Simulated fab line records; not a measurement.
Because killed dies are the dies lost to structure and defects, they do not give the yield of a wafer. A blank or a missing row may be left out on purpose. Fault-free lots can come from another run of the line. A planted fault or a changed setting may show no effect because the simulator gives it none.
Which of the tools did it?    flow sky130    14 lots, 42 wafers sampled, at 3 steps of a route of 708

WHAT EACH GAUGE READ, for each wafer
SKY_NWELL_TW_MEAS_26.
lot   measured      on             NWELL_2_TW
L830  day 5 16:00   film metro-02  496 497 498
L832  day 6 06:18   film metro-03  488 488 489
L833  day 6 10:41   film metro-02  492 492 492
L834  day 6 15:58   film metro-01  487 491 490
L835  day 6 18:37   film metro-02  493 495 493
L836  day 7 02:59   film metro-01  493 495 492
L837  day 7 10:20   film metro-02  495 495 497
L838  day 7 13:53   film metro-03  494 494 494
L839  day 7 20:59   film metro-03  30 30 30
L840  day 8 05:02   film metro-02  30 30 30
L848  day 10 08:29  film metro-03  486 489 486
L849  day 10 14:17  film metro-03  487 489 487
L851  day 10 22:40  film metro-03  485 487 489
L852  day 11 06:16  film metro-01  494 494 495

WHICH TOOL RAN EACH LOT (tool, then ch and the chambers of the sampled wafers, then the start)
lot   SKY_NWELL_STRIP_14                    SKY_NWELL_STRIP_25
L830  plasma asher-04 ch 0,1, day 4 21:46   plasma asher-04 ch 0,1, day 5 15:53
L832  plasma asher-02 ch 0,1, day 5 12:05   plasma asher-01 ch 0,1, day 6 06:11
L833  plasma asher-01 ch 0,1, day 5 16:32   plasma asher-01 ch 0,1, day 6 10:35
L834  plasma asher-04 ch 0,1, day 5 20:28   plasma asher-04 ch 0,1, day 6 15:52
L835  plasma asher-01 ch 0,1, day 5 23:19   plasma asher-01 ch 0,1, day 6 18:31
L836  plasma asher-01 ch 0,1, day 6 07:08   plasma asher-02 ch 0,1, day 7 02:53
L837  plasma asher-01 ch 1, day 6 14:20     plasma asher-04 ch 0,1, day 7 10:14
L838  plasma asher-02 ch 0,1, day 6 18:04   plasma asher-01 ch 1, day 7 13:47
L839  plasma asher-01 ch 0,1, day 7 01:08   plasma asher-02 ch 0,1, day 7 20:53
L840  plasma asher-02 ch 0,1, day 7 08:46   plasma asher-02 ch 1, day 8 04:56
L848  plasma asher-02 ch 0,1, day 9 09:56   plasma asher-01 ch 0,1, day 10 08:23
L849  plasma asher-02 ch 0,1, day 9 15:43   plasma asher-01 ch 0,1, day 10 14:11
L851  plasma asher-04 ch 0,1, day 9 23:14   plasma asher-04 ch 0,1, day 10 22:34
L852  plasma asher-01 ch 0,1, day 10 07:22  plasma asher-02 ch 0,1, day 11 06:10
- SKY_NWELL_STRIP_14: strips in O2/N2.
- SKY_NWELL_STRIP_25: strips in O2/N2.

AS READ BY THE TOOLS THEMSELVES (means over the sampled wafers that have a number; for cases with no such wafer, the mark the record gives instead)
SKY_NWELL_STRIP_14.
lot   tool             chamber pressure mTorr (mTorr)  drypump motor current A (A)  oes product au (a.u.)  strip time to endpoint s (s)
L830  plasma asher-04  1499.0                          6.2                          0.723                  36.88
L832  plasma asher-02  1501.0                          5.6                          0.725                  36.96
L833  plasma asher-01  1499.5                          5.4                          0.721                  36.73
L834  plasma asher-04  1500.1                          6.3                          0.721                  36.98
L835  plasma asher-01  1498.9                          5.4                          0.729                  36.83
L836  plasma asher-01  1500.6                          5.4                          0.721                  37.01
L837  plasma asher-01  1500.1                          5.4                          0.719                  36.88
L838  plasma asher-02  1501.3                          5.6                          0.723                  36.90
L839  plasma asher-01  -                               -                            -                      -
L840  plasma asher-02  -                               -                            -                      -
L848  plasma asher-02  1499.9                          5.6                          0.727                  37.03
L849  plasma asher-02  1499.1                          5.6                          0.724                  37.05
L851  plasma asher-04  1500.4                          6.2                          0.725                  36.96
L852  plasma asher-01  1498.7                          5.3                          0.719                  36.94

SKY_NWELL_STRIP_25.
lot   tool             chamber pressure mTorr (mTorr)  drypump motor current A (A)  oes product au (a.u.)  strip time to endpoint s (s)
L830  plasma asher-04  1499.3                          6.3                          0.720                  36.86
L832  plasma asher-01  1500.8                          5.4                          0.726                  36.91
L833  plasma asher-01  1500.0                          5.3                          0.724                  36.90
L834  plasma asher-04  1500.0                          6.3                          0.719                  37.12
L835  plasma asher-01  1499.5                          5.3                          0.723                  36.90
L836  plasma asher-02  1499.4                          5.6                          0.721                  36.98
L837  plasma asher-04  1500.6                          6.3                          0.720                  36.96
L838  plasma asher-01  1502.0                          5.5                          0.723                  36.92
L839  plasma asher-02  1500.0                          5.6                          0.739                  81.05
L840  plasma asher-02  1500.5                          5.6                          0.735                  80.94
L848  plasma asher-01  1499.4                          5.4                          0.722                  36.91
L849  plasma asher-01  1501.0                          5.4                          0.724                  36.85
L851  plasma asher-04  1499.6                          6.3                          0.723                  36.86
L852  plasma asher-02  1500.3                          5.6                          0.719                  37.11

THE ANSWER, worked out from the rows above alone
Rule: usual is defined by the lots themselves. The widest of any qualifying gaps counts: lots, ordered by their means at a reading, are off when they make up no more than a third of the lots, leave a main group of 4 or more, and stand apart from it by 3 or more times the standard deviation of that group's means. A main group is skipped when, at the precision printed for the reading in the tables above, its means are all equal. A lot without any number at a reading at which 4 lots or more have one is off too. Where the step has rows for the other lots, those lots are counted as sound. After the gauges, taken in route order, come the tools' own readings; for these a lot's mean is taken, as printed above. The first step at which some lot is off is used, and at that step the reading that is off furthest; a lot without a number counts as furthest.
Off: L839, L840, seen at SKY_NWELL_TW_MEAS_26 (NWELL_2_TW). Main group: mean 492, sd 3.4.
If a tool, at a process step before that reading, ran all the lots that are off and no sound lot after the first of them, it fits. Not tried: the gauges at SKY_NWELL_TW_MEAS_26; whatever is off there is also off at SKY_NWELL_STRIP_14, on other tools, and gauge error can't account for it. Of those tried, none fits.

WHAT WAS PUT IN BY THE SIMULATOR
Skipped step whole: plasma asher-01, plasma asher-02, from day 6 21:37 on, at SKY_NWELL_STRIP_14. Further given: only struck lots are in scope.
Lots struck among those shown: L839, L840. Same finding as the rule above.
